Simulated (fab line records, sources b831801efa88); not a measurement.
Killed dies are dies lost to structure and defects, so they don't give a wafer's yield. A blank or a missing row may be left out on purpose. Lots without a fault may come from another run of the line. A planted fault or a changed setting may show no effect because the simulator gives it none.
Problem report in the 8D (eight disciplines) form, filled by code | flow sky130 | the parts of the form that need people (team, actions taken, sign-off) are left out

1. THE PROBLEM
run_length_s at SKY_VIA1_ETCH_15 reads a mean of 78.2 s on 1 wafer of 1 lot; wafers without a fault read 82.1 s with a standard deviation of 0.47. That is -8.3 standard deviations from the usual mean.
The step: etches SiO2 in C4F8/O2/Ar, stops on TiN, target depth 351 nm, time 54 s.
First seen on wafer L261.6, day 39 13:14, on rie_diel-03. The record holds 15 wafers of 5 lots with a number at this step. Rule for "out", or "out of limits": more than 4 standard deviations from the usual mean. The other wafers with a number count as sound.

2. WHAT IT IS AND WHAT IT IS NOT
question                    | is                | is not
which readings at this step | run_length_s      | oes_product_au
which lots                  | L261              | L245, L254, L264, L266
which wafers of those lots  | L261.6            | L261.2, L261.4
read on which tools         | rie_diel-03       | rie_diel-02, rie_diel-04
when                        | from day 39 13:14 | up to then (8 sound wafers); but 6 sound wafers of L264, L266 came after

3. SUSPECTS, AND WHAT RULES EACH OUT
Counting: a tool at a process step up to the reading stays a suspect if it ran every lot that is out. Sound lots after the first of them don't rule it out here, since some wafers of a struck lot are sound.
- rie_diel-03 at SKY_VIA1_ETCH_14 (etches BARC in N2/H2, stops on SiO2, time 45.9 s, target depth 60 nm): kept. It ran the lot that is out, L261 (day 39 13:11); its last sound lot up to then is L254 (day 37 12:34).
- rie_diel-03 at SKY_VIA1_ETCH_15 (etches SiO2 in C4F8/O2/Ar, stops on TiN, target depth 351 nm, time 54 s): kept. It ran the lot that is out, L261 (day 39 13:14); its last sound lot up to then is L254 (day 37 12:36). Its own readings are out on those wafers: run_length_s.
- Within rie_diel-03 at SKY_VIA1_ETCH_14: the wafers that are out ran in chamber 3; their sound lot-mates ran in chambers 1, 2.
- Within rie_diel-03 at SKY_VIA1_ETCH_15: the wafers that are out ran in chamber 3; their sound lot-mates ran in chambers 1, 2.
Left after counting: rie_diel-03 at SKY_VIA1_ETCH_14, rie_diel-03 at SKY_VIA1_ETCH_15.

4. THE CAUSE (what the simulator had put in)
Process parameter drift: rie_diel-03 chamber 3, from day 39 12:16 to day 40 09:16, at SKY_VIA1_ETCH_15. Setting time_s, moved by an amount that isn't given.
Counting left 2 suspects, and this tool is among them.

5. THE CHAIN OF EFFECTS, in route order
Each row: a reading whose mean over the struck wafers that have a number lies more than 3 standard deviations from the usual. Only readings for which the record gives a usual standard deviation are gone through. hours: the time from each lot's start at the first step in this table that gives one to its start at this step, as a median over the lots. sigmas: the change in usual standard deviations.
hours | step             | reading      | usual  | on struck wafers | change | sigmas
0     | SKY_VIA1_ETCH_15 | run_length_s | 82.1 s | 78.2             | -3.9   | -8.3
The process steps in it:
- SKY_VIA1_ETCH_15: etches SiO2 in C4F8/O2/Ar, stops on TiN, target depth 351 nm, time 54 s.

6. WHAT WOULD HAVE CAUGHT IT SOONER
In this record the first reading out of limits was taken at day 39 13:14, 1 hour after the fault began at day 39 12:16.
